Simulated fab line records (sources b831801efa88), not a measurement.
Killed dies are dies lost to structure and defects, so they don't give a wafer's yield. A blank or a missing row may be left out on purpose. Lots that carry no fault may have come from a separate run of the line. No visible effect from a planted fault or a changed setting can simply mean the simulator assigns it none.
Matching of chambers    flow sky130    SKY_LI_CONTACT_CMP_24 on cmp-02: 4 sister chambers
The step polishes, stops on PSG, t overpolish 20 s, target thk 0 nm. 4 wafers are shown with their chamber, then 12 later ones without.

## WAFERS PAIRED WITH THEIR CHAMBERS
wafer   chamber  motor current A (A)
L086.6  2        13.1
L089.3  0        9.3
L089.4  1        10.0
L089.5  3        11.7

## WAFERS MISSING THEIR CHAMBER
wafer   motor current A (A)
L092.2  10.2
L092.3  11.9
L092.4  12.5
L093.2  13.0
L093.5  13.1
L093.6  11.6
L095.2  12.6
L095.4  11.5
L095.5  9.5
L094.1  10.2
L094.4  12.0
L094.5  10.8

## WHICH CHAMBER EACH ONE RAN IN
wafer   from the rows above           in truth
L092.2  can't be placed: 1 or 0       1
L092.3  3                             3
L092.4  can't be placed: 2 or 3       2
L093.2  2                             2
L093.5  2                             2
L093.6  3                             3
L095.2  can't be placed: 2 or 3       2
L095.4  3                             3
L095.5  can't be placed: 0 or 1       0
L094.1  can't be placed: 1 or 0       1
L094.4  3                             3
L094.5  can't be placed: 1 or 3 or 0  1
Placed correctly: 6 of 12. These rows do not allow placing 6 (true chamber among the candidates in 6). Placed wrongly: 0.
How it was worked out, from the rows above alone: a wafer's distance from a chamber is the root of the sum, over the readings, of the square of ((its reading less the chamber's mean) divided by the reading's scatter). If the next closest chamber is less than 2 further off than the closest, the wafer can't be placed; otherwise it belongs to the closest. Each chamber's mean is taken over the wafers shown for it. The scatter: with one shown wafer a chamber, the root of the mean of the squares of how far each hidden wafer lies from its nearest shown one.
